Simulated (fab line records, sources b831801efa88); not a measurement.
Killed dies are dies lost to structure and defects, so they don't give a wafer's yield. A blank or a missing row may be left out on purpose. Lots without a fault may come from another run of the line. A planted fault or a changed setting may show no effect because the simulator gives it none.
One fault seen from 2 desks | flow sky130 | each desk has only its own numbers; what lay behind them comes last

THE TOOL OWNER'S DESK: pecvd-02
The tool's own readings at SKY_CAPM_CVD_00 (deposits SiO2, target thk 15.5 nm): means of the sampled wafers that have a number, for each lot that ran on this tool. A lot is out of limits, marked OUT, if its mean lies more than 4 standard deviations from the usual mean; the brackets give that distance.
Columns: A = heater_power_outer_w at SKY_CAPM_CVD_00, usual 421 W; B = heater_power_w at SKY_CAPM_CVD_00, usual 710 W
lot  | first seen here | A   | B
L297 | day 38 18:45    | 437 | 693
L302 | day 39 23:09    | 398 | 660
L305 | day 40 18:33    | 377 | 628
This desk's finding: nothing out of limits on any of the 3 lots.

THE METROLOGY DESK
What the gauges read, lot by lot, whatever tool the lot ran on: means of the sampled wafers that have a number. A lot is out of limits, marked OUT, if its mean lies more than 4 standard deviations from the usual mean; the brackets give that distance.
Columns: A = VIA1_OVL at SKY_VIA1_OVL_MEAS_13, usual 0 nm; B = CAPM_CVD_00_THK at SKY_CAPM_THK_MEAS_01, usual 15.47 nm
lot  | first seen here | A   | B
L290 | day 33 21:02    | -5  | 15.44
L292 | day 34 22:07    | -1  | 15.29
L293 | day 35 01:30    | -1  | 15.37
L294 | day 36 08:33    | -6  | 15.61
L297 | day 36 11:37    | 1   | 15.36
L302 | day 37 17:14    | -1  | 15.01
L305 | day 38 12:04    | -10 | 15.15
L306 | day 39 00:34    | -3  | 15.45
L309 | day 39 19:32    | 8   | 15.09
L311 | day 40 03:04    | 9   | 15.52
L313 | day 40 18:35    | 2   | 15.17
This desk's finding: nothing out of limits on any of the 11 lots.

PUT TOGETHER
The tool owner's desk saw nothing out of limits.
The metrology desk saw nothing out of limits.

WHAT THE SIMULATOR HAD PUT IN
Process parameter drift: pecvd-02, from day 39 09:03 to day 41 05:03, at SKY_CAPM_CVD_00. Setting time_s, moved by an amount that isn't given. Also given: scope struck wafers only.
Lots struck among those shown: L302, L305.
